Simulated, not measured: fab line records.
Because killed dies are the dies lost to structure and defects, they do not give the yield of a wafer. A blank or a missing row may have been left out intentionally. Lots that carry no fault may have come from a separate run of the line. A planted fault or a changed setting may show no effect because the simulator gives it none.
Problem report, 8D (eight disciplines) form, completed by code + flow sky130 + the parts of the form that need people (team, actions taken, sign-off) are left out

## 1. THE PROBLEM
At SKY_VIA3_CMP_24, overpolish-run-s averages 0.040 s over 2 wafers from 2 lots, while fault-free wafers read 20.000 s, standard deviation 0.0097. So: -99 or more standard deviations from the usual mean.
The step: polishes, stops on SiO2, t overpolish 20 s, target thk 0 nm.
Earliest sighting: wafer L397.5 on cmp-01 at day 42 11:09. At this step, 36 wafers from 12 lots have a number in the record. The rule behind "out" and "out of limits": a value lying over 4 standard deviations away from the usual mean. The other wafers with a number count as sound.

## 2. WHAT IT IS, AND WHAT IT ISN'T
| question                    | is                                   | is not                                                                                                   |
|-----------------------------|--------------------------------------|----------------------------------------------------------------------------------------------------------|
| which readings at this step | overpolish-run-s, time-to-endpoint-s | motor-current-A, slurry-flow-ml-min                                                                      |
| which lots                  | L397, L399                           | L391, L392, L393, L396, L406, L408, L409, L411, L412, L414                                               |
| which wafers of those lots  | L397.5, L399.5                       | L397.3, L397.4, L399.4, L399.6                                                                           |
| read on which tools         | cmp-01                               | cmp-02                                                                                                   |
| when                        | from day 42 11:09                    | up to then (14 sound wafers); but 20 sound wafers of L399, L406, L408, L409, L411, L412, L414 came after |

## 3. THE SUSPECTS, EACH WITH WHAT RULES IT OUT
Counting: a tool at a process step up to the reading stays a suspect if it ran every lot that is out. Sound lots after the first of them don't rule it out here, since some wafers of a struck lot are sound.
- cmp-01 at SKY_VIA3_CMP_24 (polishes, stops on SiO2, t overpolish 20 s, target thk 0 nm): kept. It processed each lot that is out (first: L397, day 42 11:09); up to then, its last sound lot is L392 (day 40 16:56). Its own readings are out on those wafers: overpolish-run-s, time-to-endpoint-s.
The count leaves cmp-01 at SKY_VIA3_CMP_24.

## 4. THE CAUSE (what the simulator had put in)
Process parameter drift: cmp-01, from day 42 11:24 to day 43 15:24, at SKY_VIA3_CMP_24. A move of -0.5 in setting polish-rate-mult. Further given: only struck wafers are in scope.
The count eliminated every tool but this one.

## 5. THE EFFECT CHAIN, in route order
Each row: a reading whose mean over the struck wafers that have a number lies more than 3 standard deviations from the usual. Scope: only readings with a usual standard deviation given in the record; hours: median across lots of the time from each lot's start at the first step in this table that gives one to its start at this step; sigmas: change in usual standard deviations.
| hours | step            | reading            | usual    | on struck wafers | change  | sigmas      |
|-------|-----------------|--------------------|----------|------------------|---------|-------------|
| 0     | SKY_VIA3_CMP_24 | overpolish-run-s   | 20.000 s | 0.040            | -19.959 | -99 or more |
| 0     | SKY_VIA3_CMP_24 | time-to-endpoint-s | 93 s     | 151              | +58     | +19         |
Process steps it contains:
- SKY_VIA3_CMP_24: polishes, stops on SiO2, t overpolish 20 s, target thk 0 nm.

## 6. HOW IT WOULD HAVE BEEN CAUGHT EARLIER
In this record the first reading out of limits was taken at day 42 11:09.
